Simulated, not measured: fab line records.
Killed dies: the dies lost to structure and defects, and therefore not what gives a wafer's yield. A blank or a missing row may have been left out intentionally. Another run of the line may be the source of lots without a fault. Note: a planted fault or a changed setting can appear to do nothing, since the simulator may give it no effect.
fab line records :: flow gf180mcu
record:
  lots: 14
  wafers: 42
  last-day: 34
route steps=602 shown DUAL_GATE@144 POLY_GATE@166 HV_LDD@184
lots that met no fault: from a run of the same line without faults
start-h: start of the lot's first displayed wafer, in hours after the record's first day :: wait-h: how many hours have passed since the lot's step before this one :: " repeats the value in the row above :: L1.1+2: a single row standing in for several wafers :: - no value present, or no start provided :: * or withheld: withheld :: < > ~ a bound
route shown NAME@n: NAME is a module with steps in the file, n the number in the route of the first one :: usual: average and standard deviation across the fault-free wafers :: same: alike in all rows :: chamber/n: place in a boat :: sites: the reading at each site :: _std_site: how widely they spread, as a standard deviation :: _edge_site: the outer-site mean with the inner-site mean subtracted :: radius-mm: how far each site lies from the wafer's centre :: mask NAME#n: copy n :: behind: the last tool/chamber to shape the wafer :: hold: reason for holding the lot/hours on hold/outcome of the hold :: device: transistor that didn't switch, given as n, p or np :: end of line: tests of these same wafers at the route's end :: for a step that has no rows: nothing shown but its recipe :: killed: dies that structure and defects cost at the first sort, which is not the same as the wafer's yield :: map: a wafer's dies, marking killed ones x, the rest . and places with no die _
set.NAME: the setting the step ran with; set.NAME@STEP: the setting that earlier step ran with :: model.NAME: the simulator's own value behind a step, which no gauge read
route steps across a sampled set of lots; one table per step, one row per wafer
services: a tool's chamber out of use, with start hour (start-h, from the record's first day; less than 0 if before it), hours out, and reason
== steps ==
step: GF_DUAL_GATE_THK_MEAS_03
recipe:
  reads: SiO2_of_DUAL_GATE_OXIDATION_02
usual:
  DUAL_GATE_OXIDATION_00_THK: 10.96/0.24
lot.wafer: L488.1
tool: film-metro-03
chamber: -
start-h: 161.19
wait-h: 0.0
DUAL_GATE_OXIDATION_00_THK[nm]: 11.09

lot.wafer: L488.2
tool: film-metro-03
chamber: -
start-h: 161.19
wait-h: 0.0
DUAL_GATE_OXIDATION_00_THK[nm]: 11.23

lot.wafer: L488.5
tool: film-metro-03
chamber: -
start-h: 161.19
wait-h: 0.0
DUAL_GATE_OXIDATION_00_THK[nm]: 11.07

lot.wafer: L489.1
tool: film-metro-03
chamber: -
start-h: 166.24
wait-h: 0.0
DUAL_GATE_OXIDATION_00_THK[nm]: 11.17

lot.wafer: L489.4
tool: film-metro-03
chamber: -
start-h: 166.24
wait-h: 0.0
DUAL_GATE_OXIDATION_00_THK[nm]: 11.09

lot.wafer: L489.6
tool: film-metro-03
chamber: -
start-h: 166.24
wait-h: 0.0
DUAL_GATE_OXIDATION_00_THK[nm]: 11.02

lot.wafer: L491.1
tool: film-metro-02
chamber: -
start-h: 177.96
wait-h: 0.0
DUAL_GATE_OXIDATION_00_THK[nm]: 11.10

lot.wafer: L491.2
tool: film-metro-02
chamber: -
start-h: 177.96
wait-h: 0.0
DUAL_GATE_OXIDATION_00_THK[nm]: 11.09

lot.wafer: L491.4
tool: film-metro-02
chamber: -
start-h: 177.96
wait-h: 0.0
DUAL_GATE_OXIDATION_00_THK[nm]: 11.02

lot.wafer: L492.2
tool: film-metro-02
chamber: -
start-h: 185.81
wait-h: 0.0
DUAL_GATE_OXIDATION_00_THK[nm]: 11.22

lot.wafer: L492.3
tool: film-metro-02
chamber: -
start-h: 185.81
wait-h: 0.0
DUAL_GATE_OXIDATION_00_THK[nm]: 11.08

lot.wafer: L492.6
tool: film-metro-02
chamber: -
start-h: 185.81
wait-h: 0.0
DUAL_GATE_OXIDATION_00_THK[nm]: 11.14

lot.wafer: L493.2
tool: film-metro-03
chamber: -
start-h: 192.93
wait-h: 0.0
DUAL_GATE_OXIDATION_00_THK[nm]: 11.06

lot.wafer: L493.4
tool: film-metro-03
chamber: -
start-h: 192.93
wait-h: 0.0
DUAL_GATE_OXIDATION_00_THK[nm]: 10.91

lot.wafer: L493.6
tool: film-metro-03
chamber: -
start-h: 192.93
wait-h: 0.0
DUAL_GATE_OXIDATION_00_THK[nm]: 10.78

lot.wafer: L495.1
tool: film-metro-02
chamber: -
start-h: 204.40
wait-h: 0.0
DUAL_GATE_OXIDATION_00_THK[nm]: 10.91

lot.wafer: L495.2
tool: film-metro-02
chamber: -
start-h: 204.40
wait-h: 0.0
DUAL_GATE_OXIDATION_00_THK[nm]: 11.00

lot.wafer: L495.5
tool: film-metro-02
chamber: -
start-h: 204.40
wait-h: 0.0
DUAL_GATE_OXIDATION_00_THK[nm]: 11.01

lot.wafer: L498.2
tool: film-metro-01
chamber: -
start-h: 230.23
wait-h: 0.0
DUAL_GATE_OXIDATION_00_THK[nm]: 10.61

lot.wafer: L498.4
tool: film-metro-01
chamber: -
start-h: 230.23
wait-h: 0.0
DUAL_GATE_OXIDATION_00_THK[nm]: 11.06

lot.wafer: L498.6
tool: film-metro-01
chamber: -
start-h: 230.23
wait-h: 0.0
DUAL_GATE_OXIDATION_00_THK[nm]: 10.96

lot.wafer: L499.4
tool: film-metro-02
chamber: -
start-h: 233.46
wait-h: 0.0
DUAL_GATE_OXIDATION_00_THK[nm]: 11.11

lot.wafer: L499.5
tool: film-metro-02
chamber: -
start-h: 233.46
wait-h: 0.0
DUAL_GATE_OXIDATION_00_THK[nm]: 11.32

lot.wafer: L499.6
tool: film-metro-02
chamber: -
start-h: 233.46
wait-h: 0.0
DUAL_GATE_OXIDATION_00_THK[nm]: 10.92

lot.wafer: L501.1
tool: film-metro-02
chamber: -
start-h: 245.69
wait-h: 0.0
DUAL_GATE_OXIDATION_00_THK[nm]: 10.96

lot.wafer: L501.4
tool: film-metro-02
chamber: -
start-h: 245.69
wait-h: 0.0
DUAL_GATE_OXIDATION_00_THK[nm]: 11.08

lot.wafer: L501.6
tool: film-metro-02
chamber: -
start-h: 245.69
wait-h: 0.0
DUAL_GATE_OXIDATION_00_THK[nm]: 11.06

lot.wafer: L502.2
tool: film-metro-02
chamber: -
start-h: 254.88
wait-h: 0.0
DUAL_GATE_OXIDATION_00_THK[nm]: 10.75

lot.wafer: L502.4
tool: film-metro-02
chamber: -
start-h: 254.88
wait-h: 0.0
DUAL_GATE_OXIDATION_00_THK[nm]: 10.64

lot.wafer: L502.6
tool: film-metro-02
chamber: -
start-h: 254.88
wait-h: 0.0
DUAL_GATE_OXIDATION_00_THK[nm]: 10.55

lot.wafer: L508.4
tool: film-metro-03
chamber: -
start-h: 295.26
wait-h: 0.0
DUAL_GATE_OXIDATION_00_THK[nm]: 11.24

lot.wafer: L508.5
tool: film-metro-03
chamber: -
start-h: 295.26
wait-h: 0.0
DUAL_GATE_OXIDATION_00_THK[nm]: 10.92

lot.wafer: L508.6
tool: film-metro-03
chamber: -
start-h: 295.26
wait-h: 0.0
DUAL_GATE_OXIDATION_00_THK[nm]: 11.12

lot.wafer: L509.1
tool: film-metro-03
chamber: -
start-h: 303.32
wait-h: 0.0
DUAL_GATE_OXIDATION_00_THK[nm]: 10.72

lot.wafer: L509.3
tool: film-metro-03
chamber: -
start-h: 303.32
wait-h: 0.0
DUAL_GATE_OXIDATION_00_THK[nm]: 10.89

lot.wafer: L509.4
tool: film-metro-03
chamber: -
start-h: 303.32
wait-h: 0.0
DUAL_GATE_OXIDATION_00_THK[nm]: 10.93

lot.wafer: L510.1
tool: film-metro-03
chamber: -
start-h: 310.06
wait-h: 0.0
DUAL_GATE_OXIDATION_00_THK[nm]: 10.56

lot.wafer: L510.3
tool: film-metro-03
chamber: -
start-h: 310.06
wait-h: 0.0
DUAL_GATE_OXIDATION_00_THK[nm]: 10.54

lot.wafer: L510.6
tool: film-metro-03
chamber: -
start-h: 310.06
wait-h: 0.0
DUAL_GATE_OXIDATION_00_THK[nm]: 10.50

lot.wafer: L511.2
tool: film-metro-01
chamber: -
start-h: 319.44
wait-h: 0.0
DUAL_GATE_OXIDATION_00_THK[nm]: 10.79

lot.wafer: L511.3
tool: film-metro-01
chamber: -
start-h: 319.44
wait-h: 0.0
DUAL_GATE_OXIDATION_00_THK[nm]: 10.91

lot.wafer: L511.6
tool: film-metro-01
chamber: -
start-h: 319.44
wait-h: 0.0
DUAL_GATE_OXIDATION_00_THK[nm]: 10.93
step: GF_POLY_GATE_DEVELOP_09
recipe:
  develop-time-s: 60
  resist: KrF
  dev-temp-c: 21
usual:
  chill-plate-temp-C: 23.01/0.11
  develop-time-s: 60/0
  developer-temp-C: 21.01/0.12
lot.wafer: L488.1
tool: litho-track-02
chamber: 0
start-h: 197.49
wait-h: 0.2
chill-plate-temp-C: 23.01
develop-time-s: 60
developer-temp-C: 21.13

lot.wafer: L488.2
tool: litho-track-02
chamber: 0
start-h: 197.49
wait-h: 0.2
chill-plate-temp-C: 22.85
develop-time-s: 60
developer-temp-C: 20.97

lot.wafer: L488.5
tool: litho-track-02
chamber: 0
start-h: 197.49
wait-h: 0.2
chill-plate-temp-C: 22.88
develop-time-s: 60
developer-temp-C: 20.98

lot.wafer: L489.1
tool: litho-track-01
chamber: 0
start-h: 202.47
wait-h: 0.2
chill-plate-temp-C: 23.01
develop-time-s: 60
developer-temp-C: 20.80

lot.wafer: L489.4
tool: litho-track-01
chamber: 0
start-h: 202.47
wait-h: 0.2
chill-plate-temp-C: 23.04
develop-time-s: 60
developer-temp-C: 20.71

lot.wafer: L489.6
tool: litho-track-01
chamber: 0
start-h: 202.47
wait-h: 0.2
chill-plate-temp-C: 23.07
develop-time-s: 60
developer-temp-C: 20.83

lot.wafer: L491.1
tool: litho-track-01
chamber: 0
start-h: 215.42
wait-h: 0.2
chill-plate-temp-C: 23.13
develop-time-s: 60
developer-temp-C: 21.07

lot.wafer: L491.2
tool: litho-track-01
chamber: 0
start-h: 215.42
wait-h: 0.2
chill-plate-temp-C: 22.79
develop-time-s: 60
developer-temp-C: 20.88

lot.wafer: L491.4
tool: litho-track-01
chamber: 0
start-h: 215.42
wait-h: 0.2
chill-plate-temp-C: 22.76
develop-time-s: 60
developer-temp-C: 21.01

lot.wafer: L492.2
tool: litho-track-04
chamber: 0
start-h: 223.46
wait-h: 0.2
chill-plate-temp-C: 22.92
develop-time-s: 60
developer-temp-C: 21.18

lot.wafer: L492.3
tool: litho-track-04
chamber: 0
start-h: 223.46
wait-h: 0.2
chill-plate-temp-C: 22.98
develop-time-s: 60
developer-temp-C: 21.22

lot.wafer: L492.6
tool: litho-track-04
chamber: 0
start-h: 223.46
wait-h: 0.2
chill-plate-temp-C: 22.97
develop-time-s: 60
developer-temp-C: 21.07

lot.wafer: L493.2
tool: litho-track-04
chamber: 0
start-h: 231.46
wait-h: 0.2
chill-plate-temp-C: 23.12
develop-time-s: 60
developer-temp-C: 21.07

lot.wafer: L493.4
tool: litho-track-04
chamber: 0
start-h: 231.46
wait-h: 0.2
chill-plate-temp-C: 22.88
develop-time-s: 60
developer-temp-C: 20.89

lot.wafer: L493.6
tool: litho-track-04
chamber: 0
start-h: 231.46
wait-h: 0.2
chill-plate-temp-C: 23.02
develop-time-s: 60
developer-temp-C: 20.99

lot.wafer: L495.1
tool: litho-track-02
chamber: 0
start-h: 242.24
wait-h: 0.2
chill-plate-temp-C: 22.95
develop-time-s: 60
developer-temp-C: 20.91

lot.wafer: L495.2
tool: litho-track-02
chamber: 0
start-h: 242.24
wait-h: 0.2
chill-plate-temp-C: 23.03
develop-time-s: 60
developer-temp-C: 20.86

lot.wafer: L495.5
tool: litho-track-02
chamber: 0
start-h: 242.24
wait-h: 0.2
chill-plate-temp-C: 22.92
develop-time-s: 60
developer-temp-C: 20.80

lot.wafer: L498.2
tool: litho-track-04
chamber: 0
start-h: 269.41
wait-h: 0.2
chill-plate-temp-C: 22.96
develop-time-s: 60
developer-temp-C: 21.04

lot.wafer: L498.4
tool: litho-track-04
chamber: 0
start-h: 269.41
wait-h: 0.2
chill-plate-temp-C: 22.94
develop-time-s: 60
developer-temp-C: 20.92

lot.wafer: L498.6
tool: litho-track-04
chamber: 0
start-h: 269.41
wait-h: 0.2
chill-plate-temp-C: 22.89
develop-time-s: 60
developer-temp-C: 20.83

lot.wafer: L499.4
tool: litho-track-02
chamber: 0
start-h: 274.01
wait-h: 0.1
chill-plate-temp-C: 22.92
develop-time-s: 60
developer-temp-C: 20.98

lot.wafer: L499.5
tool: litho-track-02
chamber: 0
start-h: 274.01
wait-h: 0.1
chill-plate-temp-C: 22.96
develop-time-s: 60
developer-temp-C: 20.75

lot.wafer: L499.6
tool: litho-track-02
chamber: 0
start-h: 274.01
wait-h: 0.1
chill-plate-temp-C: 23.20
develop-time-s: 60
developer-temp-C: 20.82

lot.wafer: L501.1
tool: litho-track-02
chamber: -
start-h: 286.94
wait-h: 0.2
chill-plate-temp-C: -
develop-time-s: -
developer-temp-C: -

lot.wafer: L501.4
tool: litho-track-02
chamber: -
start-h: 286.94
wait-h: 0.2
chill-plate-temp-C: -
develop-time-s: -
developer-temp-C: -

lot.wafer: L501.6
tool: litho-track-02
chamber: -
start-h: 286.94
wait-h: 0.2
chill-plate-temp-C: -
develop-time-s: -
developer-temp-C: -

lot.wafer: L502.2
tool: litho-track-02
chamber: -
start-h: 296.81
wait-h: 0.2
chill-plate-temp-C: -
develop-time-s: -
developer-temp-C: -

lot.wafer: L502.4
tool: litho-track-02
chamber: -
start-h: 296.81
wait-h: 0.2
chill-plate-temp-C: -
develop-time-s: -
developer-temp-C: -

lot.wafer: L502.6
tool: litho-track-02
chamber: -
start-h: 296.81
wait-h: 0.2
chill-plate-temp-C: -
develop-time-s: -
developer-temp-C: -

lot.wafer: L508.4
tool: litho-track-04
chamber: 0
start-h: 341.36
wait-h: 0.1
chill-plate-temp-C: 23.06
develop-time-s: 60
developer-temp-C: 20.90

lot.wafer: L508.5
tool: litho-track-04
chamber: 0
start-h: 341.36
wait-h: 0.1
chill-plate-temp-C: 23.04
develop-time-s: 60
developer-temp-C: 20.98

lot.wafer: L508.6
tool: litho-track-04
chamber: 0
start-h: 341.36
wait-h: 0.1
chill-plate-temp-C: 23.10
develop-time-s: 60
developer-temp-C: 20.99

lot.wafer: L509.1
tool: litho-track-01
chamber: 0
start-h: 348.21
wait-h: 0.2
chill-plate-temp-C: 23.33
develop-time-s: 60
developer-temp-C: 20.96

lot.wafer: L509.3
tool: litho-track-01
chamber: 0
start-h: 348.21
wait-h: 0.2
chill-plate-temp-C: 23.12
develop-time-s: 60
developer-temp-C: 21.15

lot.wafer: L509.4
tool: litho-track-01
chamber: 0
start-h: 348.21
wait-h: 0.2
chill-plate-temp-C: 23.17
develop-time-s: 60
developer-temp-C: 21.15

lot.wafer: L510.1
tool: litho-track-01
chamber: 0
start-h: 357.21
wait-h: 0.2
chill-plate-temp-C: 23.26
develop-time-s: 60
developer-temp-C: 21.20

lot.wafer: L510.3
tool: litho-track-01
chamber: 0
start-h: 357.21
wait-h: 0.2
chill-plate-temp-C: 23.26
develop-time-s: 60
developer-temp-C: 21.14

lot.wafer: L510.6
tool: litho-track-01
chamber: 0
start-h: 357.21
wait-h: 0.2
chill-plate-temp-C: 23.06
develop-time-s: 60
developer-temp-C: 21.04

lot.wafer: L511.2
tool: litho-track-02
chamber: 0
start-h: 365.66
wait-h: 0.2
chill-plate-temp-C: 22.94
develop-time-s: 60
developer-temp-C: 20.99

lot.wafer: L511.3
tool: litho-track-02
chamber: 0
start-h: 365.66
wait-h: 0.2
chill-plate-temp-C: 22.95
develop-time-s: 60
developer-temp-C: 20.90

lot.wafer: L511.6
tool: litho-track-02
chamber: 0
start-h: 365.66
wait-h: 0.2
chill-plate-temp-C: 22.92
develop-time-s: 60
developer-temp-C: 20.86
step: GF_POLY_GATE_CD_MEAS_10
recipe:
  target-cd-nm: 280
usual:
  cd-nm: 279.1/1.2
lot.wafer: L488.1
tool: cd-sem-01
chamber: -
start-h: 197.64
wait-h: 0.1
cd-nm: 279.8

lot.wafer: L488.2
tool: cd-sem-01
chamber: -
start-h: 197.64
wait-h: 0.1
cd-nm: 279.8

lot.wafer: L488.5
tool: cd-sem-01
chamber: -
start-h: 197.64
wait-h: 0.1
cd-nm: 279.5

lot.wafer: L489.1
tool: cd-sem-02
chamber: -
start-h: 202.62
wait-h: 0.1
cd-nm: 278.9

lot.wafer: L489.4
tool: cd-sem-02
chamber: -
start-h: 202.62
wait-h: 0.1
cd-nm: 279.7

lot.wafer: L489.6
tool: cd-sem-02
chamber: -
start-h: 202.62
wait-h: 0.1
cd-nm: 280.2

lot.wafer: L491.1
tool: cd-sem-01
chamber: -
start-h: 215.57
wait-h: 0.1
cd-nm: 278.9

lot.wafer: L491.2
tool: cd-sem-01
chamber: -
start-h: 215.57
wait-h: 0.1
cd-nm: 278.4

lot.wafer: L491.4
tool: cd-sem-01
chamber: -
start-h: 215.57
wait-h: 0.1
cd-nm: 279.4

lot.wafer: L492.2
tool: cd-sem-02
chamber: -
start-h: 223.60
wait-h: 0.1
cd-nm: 279.6

lot.wafer: L492.3
tool: cd-sem-02
chamber: -
start-h: 223.60
wait-h: 0.1
cd-nm: 280.2

lot.wafer: L492.6
tool: cd-sem-02
chamber: -
start-h: 223.60
wait-h: 0.1
cd-nm: 280.3

lot.wafer: L493.2
tool: cd-sem-01
chamber: -
start-h: 231.60
wait-h: 0.1
cd-nm: 281.1

lot.wafer: L493.4
tool: cd-sem-01
chamber: -
start-h: 231.60
wait-h: 0.1
cd-nm: 280.8

lot.wafer: L493.6
tool: cd-sem-01
chamber: -
start-h: 231.60
wait-h: 0.1
cd-nm: 281.0

lot.wafer: L495.1
tool: cd-sem-02
chamber: -
start-h: 242.39
wait-h: 0.1
cd-nm: 276.6

lot.wafer: L495.2
tool: cd-sem-02
chamber: -
start-h: 242.39
wait-h: 0.1
cd-nm: 276.8

lot.wafer: L495.5
tool: cd-sem-02
chamber: -
start-h: 242.39
wait-h: 0.1
cd-nm: 277.3

lot.wafer: L498.2
tool: cd-sem-02
chamber: -
start-h: 269.55
wait-h: 0.1
cd-nm: 280.1

lot.wafer: L498.4
tool: cd-sem-02
chamber: -
start-h: 269.55
wait-h: 0.1
cd-nm: 278.0

lot.wafer: L498.6
tool: cd-sem-02
chamber: -
start-h: 269.55
wait-h: 0.1
cd-nm: 278.4

lot.wafer: L499.4
tool: cd-sem-01
chamber: -
start-h: 274.15
wait-h: 0.1
cd-nm: 279.5

lot.wafer: L499.5
tool: cd-sem-01
chamber: -
start-h: 274.15
wait-h: 0.1
cd-nm: 280.2

lot.wafer: L499.6
tool: cd-sem-01
chamber: -
start-h: 274.15
wait-h: 0.1
cd-nm: 278.7

lot.wafer: L501.1
tool: cd-sem-02
chamber: -
start-h: 287.09
wait-h: 0.1
cd-nm: -

lot.wafer: L501.4
tool: cd-sem-02
chamber: -
start-h: 287.09
wait-h: 0.1
cd-nm: -

lot.wafer: L501.6
tool: cd-sem-02
chamber: -
start-h: 287.09
wait-h: 0.1
cd-nm: -

lot.wafer: L502.2
tool: cd-sem-01
chamber: -
start-h: 296.96
wait-h: 0.1
cd-nm: -

lot.wafer: L502.4
tool: cd-sem-01
chamber: -
start-h: 296.96
wait-h: 0.1
cd-nm: -

lot.wafer: L502.6
tool: cd-sem-01
chamber: -
start-h: 296.96
wait-h: 0.1
cd-nm: -

lot.wafer: L508.4
tool: cd-sem-02
chamber: -
start-h: 341.49
wait-h: 0.1
cd-nm: 279.6

lot.wafer: L508.5
tool: cd-sem-02
chamber: -
start-h: 341.49
wait-h: 0.1
cd-nm: 278.1

lot.wafer: L508.6
tool: cd-sem-02
chamber: -
start-h: 341.49
wait-h: 0.1
cd-nm: 279.7

lot.wafer: L509.1
tool: cd-sem-02
chamber: -
start-h: 348.36
wait-h: 0.1
cd-nm: 277.6

lot.wafer: L509.3
tool: cd-sem-02
chamber: -
start-h: 348.36
wait-h: 0.1
cd-nm: 278.0

lot.wafer: L509.4
tool: cd-sem-02
chamber: -
start-h: 348.36
wait-h: 0.1
cd-nm: 278.8

lot.wafer: L510.1
tool: cd-sem-01
chamber: -
start-h: 357.36
wait-h: 0.1
cd-nm: 279.3

lot.wafer: L510.3
tool: cd-sem-01
chamber: -
start-h: 357.36
wait-h: 0.1
cd-nm: 278.3

lot.wafer: L510.6
tool: cd-sem-01
chamber: -
start-h: 357.36
wait-h: 0.1
cd-nm: 278.6

lot.wafer: L511.2
tool: cd-sem-01
chamber: -
start-h: 365.81
wait-h: 0.1
cd-nm: 279.9

lot.wafer: L511.3
tool: cd-sem-01
chamber: -
start-h: 365.81
wait-h: 0.1
cd-nm: 279.8

lot.wafer: L511.6
tool: cd-sem-01
chamber: -
start-h: 365.81
wait-h: 0.1
cd-nm: 279.6
step: GF_HV_LDD_OVL_MEAS_08
usual:
  HV_LDD_OVL: 0.9/1.3
lot.wafer: L488.1
tool: overlay-02
chamber: -
start-h: 217.71
wait-h: 0.1
HV_LDD_OVL[nm]: 0.5

lot.wafer: L488.2
tool: overlay-02
chamber: -
start-h: 217.71
wait-h: 0.1
HV_LDD_OVL[nm]: 0.1

lot.wafer: L488.5
tool: overlay-02
chamber: -
start-h: 217.71
wait-h: 0.1
HV_LDD_OVL[nm]: -0.6

lot.wafer: L489.1
tool: overlay-01
chamber: -
start-h: 223.76
wait-h: 0.1
HV_LDD_OVL[nm]: 3.9

lot.wafer: L489.4
tool: overlay-01
chamber: -
start-h: 223.76
wait-h: 0.1
HV_LDD_OVL[nm]: 1.2

lot.wafer: L489.6
tool: overlay-01
chamber: -
start-h: 223.76
wait-h: 0.1
HV_LDD_OVL[nm]: 2.2

lot.wafer: L491.1
tool: overlay-02
chamber: -
start-h: 235.58
wait-h: 0.1
HV_LDD_OVL[nm]: 0.5

lot.wafer: L491.2
tool: overlay-02
chamber: -
start-h: 235.58
wait-h: 0.1
HV_LDD_OVL[nm]: 0.5

lot.wafer: L491.4
tool: overlay-02
chamber: -
start-h: 235.58
wait-h: 0.1
HV_LDD_OVL[nm]: 0.9

lot.wafer: L492.2
tool: overlay-01
chamber: -
start-h: 244.02
wait-h: 0.1
HV_LDD_OVL[nm]: -1.3

lot.wafer: L492.3
tool: overlay-01
chamber: -
start-h: 244.02
wait-h: 0.1
HV_LDD_OVL[nm]: -0.2

lot.wafer: L492.6
tool: overlay-01
chamber: -
start-h: 244.02
wait-h: 0.1
HV_LDD_OVL[nm]: -0.5

lot.wafer: L493.2
tool: overlay-01
chamber: -
start-h: 252.69
wait-h: 0.1
HV_LDD_OVL[nm]: 0.2

lot.wafer: L493.4
tool: overlay-01
chamber: -
start-h: 252.69
wait-h: 0.1
HV_LDD_OVL[nm]: -0.2

lot.wafer: L493.6
tool: overlay-01
chamber: -
start-h: 252.69
wait-h: 0.1
HV_LDD_OVL[nm]: 1.0

lot.wafer: L495.1
tool: overlay-02
chamber: -
start-h: 263.03
wait-h: 0.1
HV_LDD_OVL[nm]: 2.1

lot.wafer: L495.2
tool: overlay-02
chamber: -
start-h: 263.03
wait-h: 0.1
HV_LDD_OVL[nm]: 0.4

lot.wafer: L495.5
tool: overlay-02
chamber: -
start-h: 263.03
wait-h: 0.1
HV_LDD_OVL[nm]: 1.0

lot.wafer: L498.2
tool: overlay-01
chamber: -
start-h: 290.54
wait-h: 0.1
HV_LDD_OVL[nm]: -0.3

lot.wafer: L498.4
tool: overlay-01
chamber: -
start-h: 290.54
wait-h: 0.1
HV_LDD_OVL[nm]: 2.0

lot.wafer: L498.6
tool: overlay-01
chamber: -
start-h: 290.54
wait-h: 0.1
HV_LDD_OVL[nm]: 1.4

lot.wafer: L499.4
tool: overlay-02
chamber: -
start-h: 296.73
wait-h: 0.1
HV_LDD_OVL[nm]: -0.1

lot.wafer: L499.5
tool: overlay-02
chamber: -
start-h: 296.73
wait-h: 0.1
HV_LDD_OVL[nm]: 0.6

lot.wafer: L499.6
tool: overlay-02
chamber: -
start-h: 296.73
wait-h: 0.1
HV_LDD_OVL[nm]: -0.3

lot.wafer: L508.4
tool: overlay-02
chamber: -
start-h: 365.85
wait-h: 0.1
HV_LDD_OVL[nm]: 1.4

lot.wafer: L508.5
tool: overlay-02
chamber: -
start-h: 365.85
wait-h: 0.1
HV_LDD_OVL[nm]: 3.5

lot.wafer: L508.6
tool: overlay-02
chamber: -
start-h: 365.85
wait-h: 0.1
HV_LDD_OVL[nm]: 0.3

lot.wafer: L509.1
tool: overlay-02
chamber: -
start-h: 372.33
wait-h: 0.1
HV_LDD_OVL[nm]: 1.6

lot.wafer: L509.3
tool: overlay-02
chamber: -
start-h: 372.33
wait-h: 0.1
HV_LDD_OVL[nm]: 1.0

lot.wafer: L509.4
tool: overlay-02
chamber: -
start-h: 372.33
wait-h: 0.1
HV_LDD_OVL[nm]: 2.2

lot.wafer: L510.1
tool: overlay-02
chamber: -
start-h: 381.16
wait-h: 0.1
HV_LDD_OVL[nm]: 0.9

lot.wafer: L510.3
tool: overlay-02
chamber: -
start-h: 381.16
wait-h: 0.1
HV_LDD_OVL[nm]: -0.2

lot.wafer: L510.6
tool: overlay-02
chamber: -
start-h: 381.16
wait-h: 0.1
HV_LDD_OVL[nm]: 2.2

lot.wafer: L511.2
tool: overlay-01
chamber: -
start-h: 391.24
wait-h: 0.1
HV_LDD_OVL[nm]: 0.6

lot.wafer: L511.3
tool: overlay-01
chamber: -
start-h: 391.24
wait-h: 0.1
HV_LDD_OVL[nm]: 0.9

lot.wafer: L511.6
tool: overlay-01
chamber: -
start-h: 391.24
wait-h: 0.1
HV_LDD_OVL[nm]: 0.5
== services ==
tool: litho-track-01
chamber: -
start-h: 246.87
hours: -
kind: consumable-replace:filter
== key ==
first-sign:
  step: GF_POLY_GATE_DEVELOP_09
  reading: tool-record
  direction: missing
effect none on later readings
met-at GF_POLY_GATE_DEVELOP_09
struck-lots L501,L502
later-rows-left-out L501.1,L501.4,L501.6,L502.2,L502.4,L502.6
sort-left-out L501.1,L501.4,L501.6,L502.2,L502.4,L502.6
tester-left-out L501,L502
not-acting-at GF_DUAL_GATE_THK_MEAS_03,GF_POLY_GATE_CD_MEAS_10,GF_HV_LDD_OVL_MEAS_08
onset-between 274.01 286.94
fault:
  kind: skipped-step-whole
  tool: litho-track-02
  chamber: -
  onset-h: 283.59
  steps: GF_POLY_GATE_DEVELOP_09
  scope: struck-lots-only
tester-left-out: of these lots the tester's yield and bins aren't shown, on N5 and GAA mostly nor the transistor test; their killed dies are dies lost to structure and defects alone, not to doping, threshold or leakage, so they don't give the yield
sort-left-out: the simulated sort isn't trusted on such a fault, so these wafers' sort isn't shown, and their yield isn't known
later-rows-left-out: the simulator's readings of these wafers behind a module that went badly wrong aren't trusted and aren't shown, but for the sort
